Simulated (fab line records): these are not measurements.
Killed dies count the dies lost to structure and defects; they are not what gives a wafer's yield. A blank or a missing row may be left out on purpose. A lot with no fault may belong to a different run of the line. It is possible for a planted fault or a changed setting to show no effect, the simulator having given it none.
Problem report in the 8D (eight disciplines) form, filled by code    flow sky130    the parts of the form that need people (team, actions taken, sign-off) are left out

1. PROBLEM STATEMENT
At SKY_NWELL_IMPLANT_24, beam energy keV averages 129.07 over 9 wafers from 3 lots, while fault-free wafers read 140.02, standard deviation 0.042. That is -99 or more standard deviations from the usual mean.
The first sign was on wafer L332.2 at day 9 18:21, on implanter-01. At this step, 21 wafers from 7 lots have a number in the record. Rule for "out", or "out of limits": more than 4 standard deviations from the usual mean. The other wafers with a number count as sound.

2. WHAT IT IS; WHAT IT IS NOT
question                     is                      is not
which readings at this step  beam energy keV         end station pressure torr
which lots                   L332, L333, L335        L323, L325, L334, L338
which wafers of those lots   all that have a number  -
read on which tools          implanter-01            implanter-04
when                         from day 9 18:21        up to then (6 sound wafers); but 6 sound wafers of L334, L338 came after

3. THE SUSPECTS, EACH WITH WHAT RULES IT OUT
Counting: a tool stays on the suspect list if, at a process step up to the reading, it processed all lots that are out and no sound lot following the first of them.
- plasma asher-03 at SKY_NWELL_STRIP_14 (strips in O2/N2): kept. All lots that are out passed through it, beginning with L332 at day 8 20:52, and no sound lot followed; its final sound lot before that point was L325 at day 7 08:10.
- implanter-01 at SKY_NWELL_IMPLANT_24: kept. All lots that are out passed through it, beginning with L332 at day 9 18:21, and no sound lot followed; its final sound lot before that point was L323 at day 7 09:13. Its own readings are out on those wafers: beam energy keV.
The count leaves implanter-01 at SKY_NWELL_IMPLANT_24 and plasma asher-03 at SKY_NWELL_STRIP_14.

4. THE CAUSE (what the simulator had put in)
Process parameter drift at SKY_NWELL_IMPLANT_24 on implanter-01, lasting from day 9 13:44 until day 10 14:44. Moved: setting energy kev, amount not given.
After counting, 2 suspects remain, this tool included.

5. SEQUENCE OF EFFECTS, ordered by route
One row per reading whose mean, taken over the struck wafers that have a number, lies over 3 standard deviations from the usual. Only readings whose record carries a usual standard deviation are examined. hours: median over the lots of the time between each lot's start at the first step of this table that gives one and its start at this step. sigmas: the change, counted in usual standard deviations.
hours  step                  reading          usual   on struck wafers  change  sigmas
0      SKY_NWELL_IMPLANT_24  beam energy keV  140.02  129.07            -10.95  -99 or more
Here are the process steps it includes:
- SKY_NWELL_IMPLANT_24

6. HOW IT WOULD HAVE BEEN CAUGHT EARLIER
First out-of-limits reading in this record: day 9 18:21, which is 5 hours after fault onset at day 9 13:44.
